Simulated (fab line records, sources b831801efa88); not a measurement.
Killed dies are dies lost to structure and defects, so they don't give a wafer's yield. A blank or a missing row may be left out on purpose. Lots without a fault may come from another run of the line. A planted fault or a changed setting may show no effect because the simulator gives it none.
Problem report in the 8D (eight disciplines) form, filled by code | flow sfq_line | the parts of the form that need people (team, actions taken, sign-off) are left out

1. THE PROBLEM
spin_speed_rpm at SFQ_TRILAYER_I2_VIA_LITHO_COAT_067 reads a mean of 2939.0 rpm on 6 wafers of 2 lots; wafers without a fault read 2999.8 rpm with a standard deviation of 1.8. That is -34 standard deviations from the usual mean.
The step: resist thk 650 nm.
First seen on wafer L850.1, day 36 04:03, on litho_track-04. The record holds 18 wafers of 6 lots with a number at this step. Rule for "out", or "out of limits": more than 4 standard deviations from the usual mean. The other wafers with a number count as sound.

2. WHAT IT IS AND WHAT IT IS NOT
question                    | is                     | is not
which readings at this step | spin_speed_rpm         | -
which lots                  | L850, L851             | L841, L842, L853, L857
which wafers of those lots  | all that have a number | -
read on which tools         | litho_track-04         | litho_track-01, litho_track-03
when                        | from day 36 04:03      | up to then (6 sound wafers); but 6 sound wafers of L853, L857 came after

3. SUSPECTS, AND WHAT RULES EACH OUT
Counting: a tool at a process step up to the reading stays a suspect if it ran every lot that is out and no sound lot after the first of them.
- cmp-02 at SFQ_TRILAYER_I2_CMP_CMP_064 (polishes SiO2): kept. It ran every lot that is out, first L850 (day 35 23:26), and no sound lot after that.
- litho_track-04 at SFQ_TRILAYER_I2_VIA_LITHO_COAT_067 (resist thk 650 nm): kept. It ran every lot that is out, first L850 (day 36 04:03), and no sound lot after that; its last sound lot up to then is L842 (day 32 15:21). Its own readings are out on those wafers: spin_speed_rpm.
Left after counting: cmp-02 at SFQ_TRILAYER_I2_CMP_CMP_064, litho_track-04 at SFQ_TRILAYER_I2_VIA_LITHO_COAT_067.

4. THE CAUSE (what the simulator had put in)
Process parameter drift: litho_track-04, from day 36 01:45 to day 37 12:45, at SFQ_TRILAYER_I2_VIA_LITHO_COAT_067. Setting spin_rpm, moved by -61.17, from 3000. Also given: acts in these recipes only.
Counting left 2 suspects, and this tool is among them.

5. THE CHAIN OF EFFECTS, in route order
Each row: a reading whose mean over the struck wafers that have a number lies more than 3 standard deviations from the usual. Only readings for which the record gives a usual standard deviation are gone through. hours: the time from each lot's start at the first step in this table that gives one to its start at this step, as a median over the lots. sigmas: the change in usual standard deviations.
hours | step                               | reading        | usual      | on struck wafers | change | sigmas
0     | SFQ_TRILAYER_I2_VIA_LITHO_COAT_067 | spin_speed_rpm | 2999.8 rpm | 2939.0           | -60.8  | -34
The process steps in it:
- SFQ_TRILAYER_I2_VIA_LITHO_COAT_067: resist thk 650 nm.
Later measuring or inspecting steps at which every struck wafer that the step has a row for has a number for every such reading, and none has moved that far: SFQ_I2_OVL_MEAS_918.

6. WHAT WOULD HAVE CAUGHT IT SOONER
In this record the first reading out of limits was taken at day 36 04:03, 2 hours after the fault began at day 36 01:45.
